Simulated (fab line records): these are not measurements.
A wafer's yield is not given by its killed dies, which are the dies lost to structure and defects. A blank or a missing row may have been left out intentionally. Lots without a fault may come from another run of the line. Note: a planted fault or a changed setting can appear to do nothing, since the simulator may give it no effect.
fab line records + flow gf180mcu
record
- lots=15
- wafers=45
- last_day=34
route steps=602 shown M3@409 V3@452
lots untouched by any fault: they come from a run of this same line in which no faults occurred
start_h: start of the lot's first displayed wafer, in hours after the record's first day + wait_h: hours from the lot's prior step to this one + " identical to the entry in the row above + L1.1+2: several wafers, shown together as one row + - no value present, or no start provided + * or withheld: withheld + < > ~ a bound
route shown NAME@n: NAME is a module with steps in the file, n the number in the route of the first one + usual: the fault-free wafers' mean and standard deviation + same: alike in all rows + chamber/n: place in a boat + sites: the reading at each site + _std_site: their standard deviation + _edge_site: mean of outer sites minus mean of inner sites + radius_mm: for every site, how far away it sits from the centre of the wafer + mask NAME#n: copy n + behind: tool/chamber where the wafer was last shaped + hold: cause of the lot's hold/its duration in hours/its outcome + device: whichever transistor did not switch (one of n, p or np) + end of line: the same wafers' tests at the end of the route + step lacking rows: just its recipe + killed: dies lost to structure and defects at the first sort, not the wafer's yield + map: per-die view of a wafer (x killed, . not killed, _ where there is no die)
set.NAME: setting as actually run; set.NAME@STEP: the setting as run at that earlier step + model.NAME: the simulator's own value behind a step, which no gauge read
the route's steps for a sample of lots (tables are steps, rows are wafers)
services: a tool's chamber out of use, with start hour (start_h, from the record's first day; less than 0 if before it), hours out, and reason
## steps
# step GF_M3_SPUTTER_00
# recipe
- material=Ti
- target_thk_nm=37.5
- arriving_ion_energy_ev=80
- substrate_temp_c=200
- chamber_pressure_pa=2
- power_w=4000
- time_s=150
# usual
- throttle_valve_pct=30.4/0.8
| lot.wafer | tool           | chamber | start_h | wait_h | throttle_valve_pct |
|-----------|----------------|---------|---------|--------|--------------------|
| L107.3    | pvd_sputter-02 | -       | 469.85  | 0.1    | 31.8               |
| L107.5    | "              | -       | "       | "      | 29.3               |
| L107.6    | "              | -       | "       | "      | 30.3               |
| L109.1    | pvd_sputter-04 | -       | 487.30  | 0.1    | 31.3               |
| L109.4    | "              | -       | "       | "      | 30.0               |
| L109.6    | "              | -       | "       | "      | 31.1               |
| L115.2    | pvd_sputter-03 | -       | 543.80  | 0.1    | 30.2               |
| L115.5    | "              | -       | "       | "      | 31.2               |
| L115.6    | "              | -       | "       | "      | 30.3               |
| L116.1    | pvd_sputter-04 | -       | 554.10  | 0.2    | 29.9               |
| L116.3    | "              | -       | "       | "      | 29.2               |
| L116.6    | "              | -       | "       | "      | 31.4               |
| L117.1    | pvd_sputter-04 | -       | 561.69  | 0.2    | 29.3               |
| L117.3    | "              | -       | "       | "      | 30.0               |
| L117.4    | "              | -       | "       | "      | 29.7               |
| L120.3    | pvd_sputter-03 | -       | 583.81  | 0.2    | 30.5               |
| L120.5    | "              | -       | "       | "      | 30.8               |
| L120.6    | "              | -       | "       | "      | 30.5               |
| L121.1    | pvd_sputter-03 | -       | 599.52  | 0.1    | 31.4               |
| L121.4    | "              | -       | "       | "      | 30.6               |
| L121.6    | "              | -       | "       | "      | 31.3               |
| L122.2    | pvd_sputter-03 | -       | 604.05  | 0.2    | 30.3               |
| L122.3    | "              | -       | "       | "      | 30.8               |
| L122.5    | "              | -       | "       | "      | 31.2               |
| L123.1    | pvd_sputter-03 | -       | 609.11  | 0.1    | 30.7               |
| L123.3    | "              | -       | "       | "      | 30.3               |
| L123.5    | "              | -       | "       | "      | 30.5               |
| L124.1    | pvd_sputter-02 | -       | 611.44  | 0.1    | 30.4               |
| L124.4    | "              | -       | "       | "      | 30.2               |
| L124.6    | "              | -       | "       | "      | 31.6               |
| L125.2    | pvd_sputter-02 | -       | 621.45  | 0.2    | 30.4               |
| L125.3    | "              | -       | "       | "      | 31.6               |
| L125.6    | "              | -       | "       | "      | 28.9               |
| L126.1    | pvd_sputter-03 | -       | 635.52  | 0.1    | 31.4               |
| L126.4    | "              | -       | "       | "      | 30.6               |
| L126.6    | "              | -       | "       | "      | 30.6               |
| L127.2    | pvd_sputter-04 | -       | 637.60  | 0.2    | 29.2               |
| L127.4    | "              | -       | "       | "      | 29.8               |
| L127.6    | "              | -       | "       | "      | 31.2               |
| L128.2    | pvd_sputter-04 | -       | 661.72  | 0.2    | 29.7               |
| L128.3    | "              | -       | "       | "      | 29.4               |
| L128.4    | "              | -       | "       | "      | 29.6               |
| L129.1    | pvd_sputter-04 | -       | 664.43  | 0.1    | 29.8               |
| L129.2    | "              | -       | "       | "      | 29.4               |
| L129.6    | "              | -       | "       | "      | 29.8               |
# step GF_M3_SPUTTER_01
# recipe
- material=TiN
- target_thk_nm=30
- power_w=6500
- time_s=25
- chamber_pressure_pa=0.4
# usual
- throttle_valve_pct=30.4/0.81
| lot.wafer | tool           | chamber | start_h | wait_h | throttle_valve_pct |
|-----------|----------------|---------|---------|--------|--------------------|
| L107.3    | pvd_sputter-02 | -       | 469.95  | 0.1    | 31.7               |
| L107.5    | "              | -       | "       | "      | 29.1               |
| L107.6    | "              | -       | "       | "      | 30.5               |
| L109.1    | pvd_sputter-04 | -       | 487.40  | 0.1    | 31.3               |
| L109.4    | "              | -       | "       | "      | 29.8               |
| L109.6    | "              | -       | "       | "      | 31.4               |
| L115.2    | pvd_sputter-03 | -       | 543.90  | 0.1    | 30.4               |
| L115.5    | "              | -       | "       | "      | 31.5               |
| L115.6    | "              | -       | "       | "      | 30.5               |
| L116.1    | pvd_sputter-04 | -       | 554.20  | 0.1    | 29.8               |
| L116.3    | "              | -       | "       | "      | 29.2               |
| L116.6    | "              | -       | "       | "      | 31.2               |
| L117.1    | pvd_sputter-04 | -       | 561.79  | 0.1    | 29.4               |
| L117.3    | "              | -       | "       | "      | 29.9               |
| L117.4    | "              | -       | "       | "      | 29.8               |
| L120.3    | pvd_sputter-03 | -       | 583.91  | 0.1    | 30.4               |
| L120.5    | "              | -       | "       | "      | 30.9               |
| L120.6    | "              | -       | "       | "      | 30.2               |
| L121.1    | pvd_sputter-03 | -       | 599.62  | 0.1    | 31.6               |
| L121.4    | "              | -       | "       | "      | 30.8               |
| L121.6    | "              | -       | "       | "      | 31.0               |
| L122.2    | pvd_sputter-03 | -       | 604.15  | 0.1    | 30.3               |
| L122.3    | "              | -       | "       | "      | 30.7               |
| L122.5    | "              | -       | "       | "      | 31.4               |
| L123.1    | pvd_sputter-03 | -       | 609.21  | 0.1    | 30.9               |
| L123.3    | "              | -       | "       | "      | 30.3               |
| L123.5    | "              | -       | "       | "      | 30.3               |
| L124.1    | pvd_sputter-02 | -       | 611.54  | 0.1    | 30.3               |
| L124.4    | "              | -       | "       | "      | 30.4               |
| L124.6    | "              | -       | "       | "      | 31.8               |
| L125.2    | pvd_sputter-02 | -       | 621.55  | 0.1    | 30.7               |
| L125.3    | "              | -       | "       | "      | 32.1               |
| L125.6    | "              | -       | "       | "      | 29.2               |
| L126.1    | pvd_sputter-03 | -       | 635.62  | 0.1    | 31.3               |
| L126.4    | "              | -       | "       | "      | 30.8               |
| L126.6    | "              | -       | "       | "      | 30.5               |
| L127.2    | pvd_sputter-04 | -       | 637.70  | 0.1    | 29.5               |
| L127.4    | "              | -       | "       | "      | 29.5               |
| L127.6    | "              | -       | "       | "      | 31.4               |
| L128.2    | pvd_sputter-04 | -       | 661.82  | 0.1    | 29.8               |
| L128.3    | "              | -       | "       | "      | 29.2               |
| L128.4    | "              | -       | "       | "      | 29.8               |
| L129.1    | pvd_sputter-04 | -       | 664.53  | 0.1    | 29.8               |
| L129.2    | "              | -       | "       | "      | 29.5               |
| L129.6    | "              | -       | "       | "      | 29.7               |
# step GF_M3_RS_MEAS_05
# recipe
- thk_meas_gauge=four-point-probe
- reads=TiN_of_M3_SPUTTER_04+Ti_of_M3_SPUTTER_03+AlCu_of_M3_SPUTTER_02+TiN_of_M3_SPUTTER_01+Ti_of_M3_SPUTTER_00
# usual
- M3_ALCU_RS=0.0698/0.00095
| lot.wafer | tool          | chamber | start_h | wait_h | M3_ALCU_RS[ohm/sq] |
|-----------|---------------|---------|---------|--------|--------------------|
| L107.3    | film_metro-01 | -       | 470.11  | 0.1    | 0.0699             |
| L107.5    | "             | -       | "       | "      | 0.0705             |
| L107.6    | "             | -       | "       | "      | 0.0690             |
| L109.1    | film_metro-02 | -       | 487.52  | 0.0    | 0.0694             |
| L109.4    | "             | -       | "       | "      | 0.0699             |
| L109.6    | "             | -       | "       | "      | 0.0692             |
| L115.2    | film_metro-04 | -       | 544.04  | 0.0    | 0.0689             |
| L115.5    | "             | -       | "       | "      | 0.0684             |
| L115.6    | "             | -       | "       | "      | 0.0687             |
| L116.1    | film_metro-02 | -       | 554.32  | 0.0    | 0.0695             |
| L116.3    | "             | -       | "       | "      | 0.0704             |
| L116.6    | "             | -       | "       | "      | 0.0706             |
| L117.1    | film_metro-04 | -       | 561.91  | 0.0    | 0.0700             |
| L117.3    | "             | -       | "       | "      | 0.0693             |
| L117.4    | "             | -       | "       | "      | 0.0704             |
| L120.3    | film_metro-02 | -       | 584.07  | 0.1    | 0.0709             |
| L120.5    | "             | -       | "       | "      | 0.0734             |
| L120.6    | "             | -       | "       | "      | 0.0708             |
| L121.1    | film_metro-02 | -       | 599.76  | 0.0    | 0.0697             |
| L121.4    | "             | -       | "       | "      | 0.0721             |
| L121.6    | "             | -       | "       | "      | 0.0694             |
| L122.2    | film_metro-04 | -       | 604.29  | 0.0    | 0.0681             |
| L122.3    | "             | -       | "       | "      | 0.0701             |
| L122.5    | "             | -       | "       | "      | 0.0688             |
| L123.1    | film_metro-02 | -       | 609.33  | 0.0    | 0.0713             |
| L123.3    | "             | -       | "       | "      | 0.0689             |
| L123.5    | "             | -       | "       | "      | 0.0685             |
| L124.1    | film_metro-04 | -       | 611.66  | 0.0    | 0.0693             |
| L124.4    | "             | -       | "       | "      | 0.0704             |
| L124.6    | "             | -       | "       | "      | 0.0710             |
| L125.2    | film_metro-04 | -       | 621.69  | 0.0    | 0.0684             |
| L125.3    | "             | -       | "       | "      | 0.0694             |
| L125.6    | "             | -       | "       | "      | 0.0689             |
| L126.1    | film_metro-04 | -       | 635.74  | 0.0    | 0.0687             |
| L126.4    | "             | -       | "       | "      | 0.0703             |
| L126.6    | "             | -       | "       | "      | 0.0712             |
| L127.2    | film_metro-04 | -       | 637.84  | 0.0    | 0.0696             |
| L127.4    | "             | -       | "       | "      | 0.0682             |
| L127.6    | "             | -       | "       | "      | 0.0700             |
| L128.2    | film_metro-04 | -       | 661.96  | 0.0    | 0.0682             |
| L128.3    | "             | -       | "       | "      | 0.0691             |
| L128.4    | "             | -       | "       | "      | 0.0689             |
| L129.1    | film_metro-02 | -       | 664.65  | 0.0    | 0.0695             |
| L129.2    | "             | -       | "       | "      | 0.0697             |
| L129.6    | "             | -       | "       | "      | 0.0692             |
# step GF_V3_CVD_23
# recipe
- material=W
- target_thk_nm=350
- time_s=104.9
- temp_c=400
- pressure_torr=40
# usual
- chamber_pressure_Torr=40.01/0.088
- heater_power_outer_w=465/27
- heater_power_w=768/43
| lot.wafer | tool     | chamber | start_h | wait_h | chamber_pressure_Torr | heater_power_outer_w | heater_power_w | since_wet_clean_h |
|-----------|----------|---------|---------|--------|-----------------------|----------------------|----------------|-------------------|
| L107.3    | cvd_w-01 | 0       | 520.20  | 0.1    | 39.91                 | 452                  | 760            | -                 |
| L107.5    | "        | 1       | "       | "      | 39.94                 | 437                  | 780            | -                 |
| L107.6    | "        | 0       | "       | "      | 39.97                 | 464                  | 781            | -                 |
| L109.1    | cvd_w-01 | 1       | 536.42  | 0.0    | 40.02                 | 443                  | 780            | 132               |
| L109.4    | "        | 1       | "       | "      | 40.02                 | 440                  | 773            | -                 |
| L109.6    | "        | 1       | "       | "      | 39.97                 | 441                  | 785            | -                 |
| L115.2    | cvd_w-02 | 0       | 589.56  | 0.0    | -                     | -                    | -              | -                 |
| L115.5    | "        | 1       | "       | "      | -                     | -                    | -              | -                 |
| L115.6    | "        | 0       | "       | "      | -                     | -                    | -              | -                 |
| L116.1    | cvd_w-02 | 1       | 600.01  | 0.0    | -                     | -                    | -              | -                 |
| L116.3    | "        | 1       | "       | "      | -                     | -                    | -              | -                 |
| L116.6    | "        | 0       | "       | "      | -                     | -                    | -              | -                 |
| L117.1    | cvd_w-02 | 0       | 606.99  | 0.0    | -                     | -                    | -              | -                 |
| L117.3    | "        | 1       | "       | "      | -                     | -                    | -              | -                 |
| L117.4    | "        | 0       | "       | "      | -                     | -                    | -              | -                 |
| L120.3    | cvd_w-01 | 0       | 628.48  | 0.1    | 39.99                 | 456                  | 784            | -                 |
| L120.5    | "        | 0       | "       | "      | 39.99                 | 468                  | 765            | -                 |
| L120.6    | "        | 1       | "       | "      | 39.93                 | 443                  | 767            | -                 |
| L121.1    | cvd_w-02 | 1       | 660.83  | 0.0    | 40.12                 | 442                  | 686            | 757               |
| L121.4    | "        | 0       | "       | "      | 40.14                 | 508                  | 796            | -                 |
| L121.6    | "        | 1       | "       | "      | 39.95                 | 446                  | 696            | -                 |
| L122.2    | cvd_w-01 | 0       | 662.90  | 0.0    | 39.97                 | 463                  | 768            | 259               |
| L122.3    | "        | 0       | "       | "      | 40.13                 | 456                  | 765            | -                 |
| L122.5    | "        | 0       | "       | "      | 40.18                 | 475                  | 775            | -                 |
| L123.1    | cvd_w-01 | 0       | 665.62  | 0.0    | 40.03                 | 464                  | 781            | 262               |
| L123.3    | "        | 0       | "       | "      | 40.01                 | 458                  | 762            | -                 |
| L123.5    | "        | 0       | "       | "      | 39.98                 | 465                  | 787            | -                 |
| L124.1    | cvd_w-02 | 0       | 665.69  | 0.0    | 40.06                 | 531                  | 823            | 762               |
| L124.4    | "        | 0       | "       | "      | 39.93                 | 514                  | 840            | -                 |
| L124.6    | "        | 1       | "       | "      | 39.94                 | 441                  | 699            | -                 |
| L125.2    | cvd_w-02 | 1       | 670.92  | 0.0    | 40.02                 | 436                  | 698            | 767               |
| L125.3    | "        | 0       | "       | "      | 39.94                 | 516                  | 835            | -                 |
| L125.6    | "        | 0       | "       | "      | 39.86                 | 504                  | 821            | -                 |
| L126.1    | cvd_w-02 | 0       | 677.07  | 0.0    | 40.01                 | 518                  | 824            | 773               |
| L126.4    | "        | 0       | "       | "      | 40.02                 | 516                  | 837            | -                 |
| L126.6    | "        | 0       | "       | "      | 39.97                 | 512                  | 815            | -                 |
| L127.2    | cvd_w-01 | 1       | 682.06  | 0.0    | 40.15                 | 445                  | 776            | 278               |
| L127.4    | "        | 0       | "       | "      | 40.14                 | 466                  | 768            | -                 |
| L127.6    | "        | 1       | "       | "      | 40.11                 | 452                  | 798            | -                 |
| L128.2    | cvd_w-01 | 1       | 691.05  | 0.0    | 40.04                 | 441                  | 779            | 287               |
| L128.3    | "        | 1       | "       | "      | 39.94                 | 437                  | 790            | -                 |
| L128.4    | "        | 0       | "       | "      | 39.96                 | 452                  | 783            | -                 |
| L129.1    | cvd_w-01 | 1       | 696.57  | 0.0    | 40.00                 | 445                  | 796            | 293               |
| L129.2    | "        | 0       | "       | "      | 40.18                 | 463                  | 793            | 293               |
| L129.6    | "        | 0       | "       | "      | 39.87                 | 454                  | 764            | -                 |
# step GF_V3_RS_MEAS_24
# recipe
- thk_meas_gauge=four-point-probe
- reads=W_of_V3_CVD_23+TiN_of_V3_SPUTTER_22+Ti_of_V3_SPUTTER_21
# usual
- V3_W_RS=0.326/0.0053
| lot.wafer | tool          | chamber | start_h | wait_h | V3_W_RS[ohm/sq] |
|-----------|---------------|---------|---------|--------|-----------------|
| L107.3    | film_metro-04 | -       | 520.32  | 0.1    | 0.322           |
| L107.5    | "             | -       | "       | "      | 0.335           |
| L107.6    | "             | -       | "       | "      | 0.322           |
| L109.1    | film_metro-04 | -       | 536.53  | 0.1    | 0.337           |
| L109.4    | "             | -       | "       | "      | 0.337           |
| L109.6    | "             | -       | "       | "      | 0.333           |
| L115.2    | film_metro-04 | -       | 589.70  | 0.1    | 43.706          |
| L115.5    | "             | -       | "       | "      | 44.818          |
| L115.6    | "             | -       | "       | "      | 43.371          |
| L116.1    | film_metro-02 | -       | 600.13  | 0.1    | 42.574          |
| L116.3    | "             | -       | "       | "      | 43.552          |
| L116.6    | "             | -       | "       | "      | 42.227          |
| L117.1    | film_metro-04 | -       | 607.11  | 0.1    | 43.021          |
| L117.3    | "             | -       | "       | "      | 43.998          |
| L117.4    | "             | -       | "       | "      | 44.420          |
| L120.3    | film_metro-02 | -       | 628.59  | 0.1    | 0.318           |
| L120.5    | "             | -       | "       | "      | 0.318           |
| L120.6    | "             | -       | "       | "      | 0.330           |
| L121.1    | film_metro-04 | -       | 660.94  | 0.1    | 0.325           |
| L121.4    | "             | -       | "       | "      | 0.328           |
| L121.6    | "             | -       | "       | "      | 0.326           |
| L122.2    | film_metro-02 | -       | 663.03  | 0.1    | 0.322           |
| L122.3    | "             | -       | "       | "      | 0.326           |
| L122.5    | "             | -       | "       | "      | 0.319           |
| L123.1    | film_metro-03 | -       | 665.75  | 0.1    | 0.317           |
| L123.3    | "             | -       | "       | "      | 0.316           |
| L123.5    | "             | -       | "       | "      | 0.316           |
| L124.1    | film_metro-02 | -       | 665.80  | 0.1    | 0.324           |
| L124.4    | "             | -       | "       | "      | 0.325           |
| L124.6    | "             | -       | "       | "      | 0.323           |
| L125.2    | film_metro-03 | -       | 671.05  | 0.1    | 0.325           |
| L125.3    | "             | -       | "       | "      | 0.327           |
| L125.6    | "             | -       | "       | "      | 0.326           |
| L126.1    | film_metro-02 | -       | 677.18  | 0.1    | 0.328           |
| L126.4    | "             | -       | "       | "      | 0.326           |
| L126.6    | "             | -       | "       | "      | 0.326           |
| L127.2    | film_metro-02 | -       | 682.19  | 0.1    | 0.332           |
| L127.4    | "             | -       | "       | "      | 0.324           |
| L127.6    | "             | -       | "       | "      | 0.333           |
| L128.2    | film_metro-02 | -       | 691.18  | 0.1    | 0.329           |
| L128.3    | "             | -       | "       | "      | 0.327           |
| L128.4    | "             | -       | "       | "      | 0.320           |
| L129.1    | film_metro-03 | -       | 696.68  | 0.1    | 0.331           |
| L129.2    | "             | -       | "       | "      | 0.320           |
| L129.6    | "             | -       | "       | "      | 0.322           |
# step GF_V3_THK_MEAS_25
# recipe
- thk_meas_gauge=xrf
- reads=W_of_V3_CVD_23
# usual
- V3_W_THK=335/5.9
| lot.wafer | tool          | chamber | start_h | wait_h | V3_W_THK[nm] |
|-----------|---------------|---------|---------|--------|--------------|
| L107.3    | film_metro-04 | -       | 520.42  | 0.1    | 339          |
| L107.5    | "             | -       | "       | "      | 328          |
| L107.6    | "             | -       | "       | "      | 341          |
| L109.1    | film_metro-04 | -       | 536.65  | 0.1    | 321          |
| L109.4    | "             | -       | "       | "      | 322          |
| L109.6    | "             | -       | "       | "      | 324          |
| L115.2    | film_metro-04 | -       | 589.81  | 0.1    | -            |
| L115.5    | "             | -       | "       | "      | -            |
| L115.6    | "             | -       | "       | "      | -            |
| L116.1    | film_metro-02 | -       | 600.25  | 0.1    | <0           |
| L116.3    | "             | -       | "       | "      | <0           |
| L116.6    | "             | -       | "       | "      | <0           |
| L117.1    | film_metro-04 | -       | 607.23  | 0.1    | <0           |
| L117.3    | "             | -       | "       | "      | -            |
| L117.4    | "             | -       | "       | "      | <0           |
| L120.3    | film_metro-02 | -       | 628.69  | 0.1    | 347          |
| L120.5    | "             | -       | "       | "      | 347          |
| L120.6    | "             | -       | "       | "      | 335          |
| L121.1    | film_metro-04 | -       | 661.06  | 0.1    | 338          |
| L121.4    | "             | -       | "       | "      | 333          |
| L121.6    | "             | -       | "       | "      | 335          |
| L122.2    | film_metro-02 | -       | 663.14  | 0.1    | 340          |
| L122.3    | "             | -       | "       | "      | 335          |
| L122.5    | "             | -       | "       | "      | 343          |
| L123.1    | film_metro-03 | -       | 665.87  | 0.1    | 343          |
| L123.3    | "             | -       | "       | "      | 342          |
| L123.5    | "             | -       | "       | "      | 342          |
| L124.1    | film_metro-02 | -       | 665.92  | 0.1    | 337          |
| L124.4    | "             | -       | "       | "      | 336          |
| L124.6    | "             | -       | "       | "      | 338          |
| L125.2    | film_metro-03 | -       | 671.16  | 0.1    | 331          |
| L125.3    | "             | -       | "       | "      | 331          |
| L125.6    | "             | -       | "       | "      | 332          |
| L126.1    | film_metro-02 | -       | 677.30  | 0.1    | 335          |
| L126.4    | "             | -       | "       | "      | 339          |
| L126.6    | "             | -       | "       | "      | 337          |
| L127.2    | film_metro-02 | -       | 682.30  | 0.1    | 331          |
| L127.4    | "             | -       | "       | "      | 340          |
| L127.6    | "             | -       | "       | "      | 329          |
| L128.2    | film_metro-02 | -       | 691.29  | 0.1    | 332          |
| L128.3    | "             | -       | "       | "      | 336          |
| L128.4    | "             | -       | "       | "      | 342          |
| L129.1    | film_metro-03 | -       | 696.80  | 0.1    | 327          |
| L129.2    | "             | -       | "       | "      | 336          |
| L129.6    | "             | -       | "       | "      | 336          |
# step GF_V3_CMP_26
# recipe
- stop_on=SiO2
- down_force_psi=3.5
- platen_rpm=60
- t_overpolish_s=15
- target_thk_nm=0
- pad_velocity_m_s=0.94248
# usual
- edge_zone_pressure_frac=1.000/0.0049
- motor_current_A=11.4/1.3
- time_to_endpoint_s=82/3.9
| lot.wafer | tool   | chamber | start_h | wait_h | edge_zone_pressure_frac | motor_current_A | time_to_endpoint_s |
|-----------|--------|---------|---------|--------|-------------------------|-----------------|--------------------|
| L107.3    | cmp-01 | 1       | 520.56  | 0.1    | 0.992                   | 8.8             | 89                 |
| L107.6    | "      | 3       | "       | "      | 0.997                   | 10.6            | 85                 |
| L107.5    | "      | 0       | "       | "      | 1.000                   | 12.4            | 82                 |
| L109.4    | cmp-02 | 3       | 536.71  | 0.0    | 0.994                   | 12.3            | 79                 |
| L109.1    | "      | 1       | "       | "      | 0.997                   | 10.6            | 84                 |
| L109.6    | "      | 3       | "       | "      | 0.998                   | 12.7            | 75                 |
| L115.2    | cmp-01 | 0       | 589.91  | 0.1    | 1.008                   | 11.8            | 4                  |
| L115.6    | "      | 3       | "       | "      | 1.003                   | 11.2            | 1                  |
| L115.5    | "      | 0       | "       | "      | 1.006                   | 12.6            | 2                  |
| L116.1    | cmp-01 | 0       | 600.31  | 0.1    | 0.994                   | 12.8            | 0                  |
| L116.3    | "      | 3       | "       | "      | 1.000                   | 11.4            | 0                  |
| L116.6    | "      | 0       | "       | "      | 1.000                   | 12.2            | 0                  |
| L117.1    | cmp-01 | 2       | 607.29  | 0.1    | 1.002                   | 12.9            | 1                  |
| L117.4    | "      | 0       | "       | "      | 0.997                   | 12.5            | 0                  |
| L117.3    | "      | 1       | "       | "      | 0.997                   | 8.7             | 1                  |
| L120.3    | cmp-01 | 1       | 628.92  | 0.2    | 1.000                   | 9.1             | 85                 |
| L120.5    | "      | 0       | "       | "      | 0.992                   | 12.4            | 84                 |
| L120.6    | "      | 1       | "       | "      | 1.002                   | 9.0             | 82                 |
| L121.4    | cmp-01 | 3       | 661.12  | 0.0    | 1.003                   | 11.5            | 76                 |
| L121.1    | "      | 0       | "       | "      | 1.003                   | 11.7            | 81                 |
| L121.6    | "      | 3       | "       | "      | 1.000                   | 11.1            | 79                 |
| L122.2    | cmp-01 | 3       | 663.24  | 0.1    | 1.003                   | 11.3            | 80                 |
| L122.3    | "      | 1       | "       | "      | 1.006                   | 9.2             | 83                 |
| L122.5    | "      | 3       | "       | "      | 1.000                   | 11.4            | 83                 |
| L123.1    | cmp-02 | 0       | 666.15  | 0.3    | 1.012                   | 11.1            | 89                 |
| L123.3    | "      | 1       | "       | "      | 0.999                   | 10.9            | 85                 |
| L123.5    | "      | 3       | "       | "      | 0.998                   | 12.5            | 80                 |
| L124.1    | cmp-01 | 2       | 666.15  | 0.2    | 1.009                   | 12.8            | 83                 |
| L124.4    | "      | 3       | "       | "      | 1.001                   | 11.4            | 81                 |
| L124.6    | "      | 3       | "       | "      | 1.007                   | 11.2            | 81                 |
| L125.3    | cmp-02 | 0       | 671.45  | 0.3    | 1.000                   | 10.3            | 83                 |
| L125.2    | "      | 1       | "       | "      | 0.995                   | 11.4            | 82                 |
| L125.6    | "      | 2       | "       | "      | 0.994                   | 11.7            | 73                 |
| L126.1    | cmp-02 | 2       | 677.36  | 0.1    | 1.000                   | 11.5            | 79                 |
| L126.4    | "      | 0       | "       | "      | 1.000                   | 10.6            | 86                 |
| L126.6    | "      | 2       | "       | "      | 1.001                   | 11.2            | 76                 |
| L127.4    | cmp-01 | 2       | 682.35  | 0.0    | 1.000                   | 12.8            | 90                 |
| L127.2    | "      | 1       | "       | "      | 1.003                   | 8.9             | 90                 |
| L127.6    | "      | 2       | "       | "      | 0.992                   | 12.3            | 88                 |
| L128.3    | cmp-01 | 3       | 691.34  | 0.0    | 1.008                   | 11.8            | 85                 |
| L128.4    | "      | 1       | "       | "      | 1.002                   | 9.3             | 82                 |
| L128.2    | "      | 2       | "       | "      | 1.005                   | 12.2            | 87                 |
| L129.1    | cmp-01 | 2       | 696.91  | 0.1    | 1.000                   | 12.4            | 83                 |
| L129.2    | "      | 3       | "       | "      | 1.007                   | 11.7            | 84                 |
| L129.6    | "      | 2       | "       | "      | 1.002                   | 12.7            | 89                 |
## services
| tool           | chamber | start_h | hours | kind   |
|----------------|---------|---------|-------|--------|
| cvd_w-01       | -       | 449.62  | 2.8   | pm     |
| cmp-01         | -       | 464.52  | 3.0   | repair |
| pvd_sputter-02 | -       | 466.35  | 2.1   | repair |
| cvd_w-02       | -       | 468.56  | 1.1   | repair |
| cvd_w-01       | -       | 470.42  | 6.9   | pm     |
| cmp-02         | -       | 475.27  | 2.2   | repair |
| cvd_w-01       | 1       | 490.07  | 13.3  | repair |
| cmp-01         | -       | 497.08  | 0.8   | repair |
| cvd_w-01       | -       | 501.19  | 1.0   | repair |
| pvd_sputter-02 | -       | 514.93  | 9.7   | repair |
| cmp-02         | -       | 519.65  | 9.8   | pm     |
| pvd_sputter-02 | -       | 543.77  | 2.3   | repair |
| cvd_w-02       | -       | 550.83  | 0.8   | repair |
| cmp-01         | -       | 571.63  | 4.1   | pm     |
| cvd_w-01       | 1       | 576.76  | 18.9  | repair |
| cmp-01         | -       | 578.41  | 0.4   | repair |
| cvd_w-01       | -       | 592.18  | 2.6   | repair |
| cmp-01         | -       | 609.30  | 2.1   | repair |
| cvd_w-02       | -       | 612.11  | 6.9   | pm     |
| cmp-01         | -       | 629.98  | 3.9   | repair |
| cvd_w-01       | 0       | 636.80  | 5.0   | repair |
| cmp-01         | -       | 645.26  | 3.0   | repair |
| pvd_sputter-02 | -       | 656.16  | 12.5  | repair |
| cvd_w-02       | 1       | 691.69  | 1.6   | repair |
## key
first_sign
- step=GF_V3_CVD_23
- reading=tool_record
- direction=missing
effect
- step=GF_V3_RS_MEAS_24
- reading=V3_W_RS
- direction=up
- sigmas=99+
- usual=0.326
- struck=43.521
effect
- step=GF_V3_THK_MEAS_25
- reading=V3_W_THK
- direction=down
- sigmas=57
- usual=335
- struck=<0
effect
- step=GF_V3_CMP_26
- reading=time_to_endpoint_s
- direction=down
- sigmas=21
- usual=*
- struck=*
met_at GF_V3_CVD_23
struck_lots L115,L116,L117
later_rows_left_out L115.2,L115.5,L115.6,L116.1,L116.3,L116.6,L117.1,L117.3,L117.4
sort_left_out L115.2,L115.5,L115.6,L116.1,L116.3,L116.6,L117.1,L117.3,L117.4
not_acting_at GF_M3_SPUTTER_00,GF_M3_SPUTTER_01,GF_M3_RS_MEAS_05
fault
- kind=skipped_step_whole
- tool=cvd_w-02
- chamber=-
- onset_h=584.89
- steps=GF_V3_CVD_23
- scope=struck_lots_only
# sort_left_out: the simulated sort isn't trusted on such a fault, so these wafers' sort isn't shown, and their yield isn't known
# later_rows_left_out: the simulator's readings of these wafers behind a module that went badly wrong aren't trusted and aren't shown, but for the sort
